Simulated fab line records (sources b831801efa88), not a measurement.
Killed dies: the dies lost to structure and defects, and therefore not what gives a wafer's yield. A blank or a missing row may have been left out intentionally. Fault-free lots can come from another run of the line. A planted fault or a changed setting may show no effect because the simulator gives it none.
One fault through the eyes of 2 desks -- flow gf180mcu -- numbers are kept per desk, each desk with only its own; the story behind them comes last

TOOL OWNER'S DESK, pvd sputter-03
The tool's own readings at GF_M3_SPUTTER_04 (material TiN, target thk 50 nm, time 41.7 s): means of the sampled wafers that have a number, for each lot that ran on this tool. The brackets show how far a lot's mean lies from the usual mean; more than 4 standard deviations puts the lot out of limits, marked OUT.
Columns: A = throttle valve pct at GF_M3_SPUTTER_04, usual 30.0 %
lot,first seen here,A
L865,day 22 03:18,29.5
L870,day 24 09:14,30.4
L872,day 24 12:14,30.8
L874,day 25 09:52,28.4
Finding of this desk: none of the 4 lots has anything out of limits.

THE METROLOGY DESK
Means of the sampled wafers that have a number, per lot and without regard to the tool the lot ran on: this is what the gauges read. The brackets show how far a lot's mean lies from the usual mean; more than 4 standard deviations puts the lot out of limits, marked OUT. 7 of its 9 readings are shown, namely those furthest out on some lot.
Columns: A = V2_W_RS at GF_V2_RS_MEAS_24, usual 0.327 ohm/sq; B = V2_W_THK at GF_V2_THK_MEAS_25, usual 349 nm; C = M3_ALCU_RS at GF_M3_RS_MEAS_05, usual 0.0694 ohm/sq; D = M3_ALCU_THK at GF_M3_THK_MEAS_06, usual 453 nm; E = cd nm at GF_M3_CD_MEAS_14, usual 280.1 nm; F = M3_OVL at GF_M3_OVL_MEAS_15, usual 2 nm; G = V3_BOW at GF_V3_BOW_MEAS_05, usual 116 um
lot,first seen here,A,B,C,D,E,F,G
L863,day 21 18:47,0.330,347,0.0693,455,280.8,12,101
L865,day 22 02:41,0.329,347,0.0703,445,279.9,0,121
L870,day 24 08:35,0.332,345,0.0702,444,280.9,4,119
L872,day 24 11:38,0.328,346,0.0698,441,278.5,6,128
L874,day 25 09:13,0.324,354,0.0708,437,278.9,4,116
L880,day 27 06:31,0.325,352,0.0689,454,279.5,6,123
L884,day 28 06:52,0.326,350,0.0696,453,279.3,-1,116
Finding of this desk: none of the 7 lots has anything out of limits.

ALL TOGETHER
The tool owner's desk saw nothing out of limits.
From the metrology desk's view, nothing was out of limits.

WHAT THE SIMULATOR HAD INSERTED
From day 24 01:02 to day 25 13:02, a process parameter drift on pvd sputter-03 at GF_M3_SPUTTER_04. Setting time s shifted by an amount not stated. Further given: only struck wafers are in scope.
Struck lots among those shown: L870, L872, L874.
